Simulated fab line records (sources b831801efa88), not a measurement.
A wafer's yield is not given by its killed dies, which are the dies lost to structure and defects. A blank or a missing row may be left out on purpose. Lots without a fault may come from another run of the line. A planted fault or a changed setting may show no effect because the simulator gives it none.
A struck lot beside a sound one | flow sfq-line | 18 out of 325 route steps
Sound: these wafers, L175.2, L175.3, L175.4. Wafers L186.2, L186.4, L186.5 were the ones struck. The cause is named last.
Per side, at each step with rows, come the tool, then ch with its chambers, and then its first start. Under that, the readings that differ: sound wafers | struck wafers | difference of the means | sigmas: that difference in standard deviations of wafers without a fault.
alike: words and numbers the same on both sides, and readings whose means are apart by under 2 such deviations; not compared: readings that were withheld, readings missing a value for some wafer, numbers with overlapping values and no deviation given by the record, and bounds like >300 which may hide the same value.
The two part at a step that has a row with sigmas, a row that says differs or no value, or rows on one side only. Non-overlapping numbers with no deviation appear without sigmas and do not part them. Lack of a reading on every wafer of one side parts them only where that side has two or more wafers.

SFQ_TRILAYER_M3_BARC_OPEN_METAL_ETCH_100: etches BARC in O2, target depth 125 nm, time 41.7 s.
  sound on rie-metal-03 ch 0, day 42 23:02; struck on rie-metal-02 ch 0,1, day 47 08:56
  alike: chamber-pressure-mTorr, drypump-motor-current-A, oes-product-au, rf-fwd-power-W
  not compared: rf-hours-counter-h
then, 1 step without rows for these wafers: SFQ_TRILAYER_M3_ETCH_METAL_ETCH_078 (etches Nb in Cl2/Ar, stops on SiO2, target depth 240 nm, time 120 s).
SFQ_TRILAYER_M3_STRIP_STRIP_079: strips in O2.
  sound on rie-metal-03 ch 0, day 42 23:35; struck on rie-metal-02 ch 0,1, day 47 09:07
  alike: chamber-pressure-mTorr, drypump-motor-current-A, oes-product-au
  not compared: rf-hours-counter-h
then, 1 step without rows for these wafers: SFQ_TRILAYER_M3_STRIP_SOLV_CLEAN_080 (cleans in NMP, time 600 s).
SFQ_TRILAYER_I3_DEP_PECVD_081: deposits SiO2 from SiH4/N2O, time 111.11 s, target thk 500 nm.
  sound on pecvd-04 ch 1,2, day 43 00:46; struck on pecvd-01 ch 0,1,2, day 47 09:53
  alike: heater-power-w, rf-fwd-power-W, throttle-valve-pct
SFQ_TRILAYER_I3_CMP_CMP_082: polishes SiO2.
  sound on cmp-02 ch 0,1,3, day 43 03:30; struck on cmp-01 ch 0,1,2, day 47 19:23
  alike: motor-current-A, time-to-endpoint-s
SFQ_I3_BOW_MEAS_922:
  struck on film-metro-02, day 47 22:25; sound on film-metro-01, day 43 06:31
  alike: I3_BOW
SFQ_TRILAYER_I3_METRO_MEASURE_083:
  struck on film-metro-02, day 47 22:43; sound on film-metro-01, day 43 06:49
  alike: thk-nm
then, 4 steps without rows for these wafers: SFQ_TRILAYER_I3_VIA_LITHO_COAT_090 (resist thk 62 nm); SFQ_TRILAYER_I3_VIA_LITHO_COAT_085 (resist thk 650 nm); SFQ_TRILAYER_I3_VIA_LITHO_SOFTBAKE_089; SFQ_TRILAYER_I3_VIA_LITHO_EXPOSE_086 (exposes mask I3, target cd 500 nm).
-- the record jumps here: 5 days lie between the struck wafers' starts before and after --
SFQ_TRILAYER_I3_VIA_LITHO_PEB_088: peb time 60 s.
  sound on litho-track-01 ch 0, day 43 09:47; struck on litho-track-01 ch 0, day 53 08:44
  reading                  | sound                | struck               | difference | sigmas
  heater-power-total-W (W) | 79.19 79.23 79.05    | 77.23 77.23 77.19    | -1.94      | -28
  plate-temp-C (C)         | 115.12 115.23 115.06 | 112.90 112.78 112.72 | -2.34      | -19
  alike: resist-line-temp-C
then, 1 step without rows for these wafers: SFQ_TRILAYER_I3_VIA_LITHO_DEVELOP_087 (time 60 s).
SFQ_I3_OVL_MEAS_923:
  struck on overlay-01, day 53 09:02; sound on overlay-02, day 43 10:04
  reading     | sound   | struck      | difference | sigmas
  I3_OVL (nm) | -1 0 -2 | -11 -10 -11 | -10        | -2
SFQ_TRILAYER_I3_VIA_BARC_OPEN_VIA_ETCH_121: etches BARC in O2, target depth 125 nm, time 41.7 s.
  sound on rie-diel-03 ch 0,1,2, day 43 10:06; struck on rie-diel-03 ch 1,3, day 53 09:04
  reading             | sound             | struck          | difference | sigmas
  model.I3.cd-nm (nm) | 500.5 499.6 500.8 | 457.8 457.1 456 | -43.3      |
  alike: chamber-pressure-mTorr, drypump-motor-current-A, oes-product-au, rf-fwd-power-W
  not compared: rf-hours-counter-h
SFQ_TRILAYER_I3_VIA_ETCH_VIA_ETCH_088: etches SiO2 in CHF3, stops on Nb, target depth 260 nm.
  sound on rie-diel-03 ch 0,1,2, day 43 10:08; struck on rie-diel-03 ch 1,3, day 53 09:06
  reading             | sound             | struck            | difference | sigmas
  model.I3.cd-nm (nm) | 497.5 499.9 501.6 | 457.8 457.8 454.6 | -42.9      |
  alike: chamber-pressure-mTorr, drypump-motor-current-A, oes-product-au, rf-fwd-power-W
then, 1 step without rows for these wafers: SFQ_TRILAYER_I3_VIA_STRIP_STRIP_089 (strips in O2).

## WHERE THEY PART
First at SFQ_TRILAYER_I3_VIA_LITHO_PEB_088; last, within this record, at SFQ_I3_OVL_MEAS_923. Later steps at which nothing parts them and some readings are alike: SFQ_TRILAYER_I3_VIA_BARC_OPEN_VIA_ETCH_121, SFQ_TRILAYER_I3_VIA_ETCH_VIA_ETCH_088.

WHY: the cause the simulator had injected
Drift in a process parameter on litho-track-01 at SFQ_TRILAYER_I3_VIA_LITHO_PEB_088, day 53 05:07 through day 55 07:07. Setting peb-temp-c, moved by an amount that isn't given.
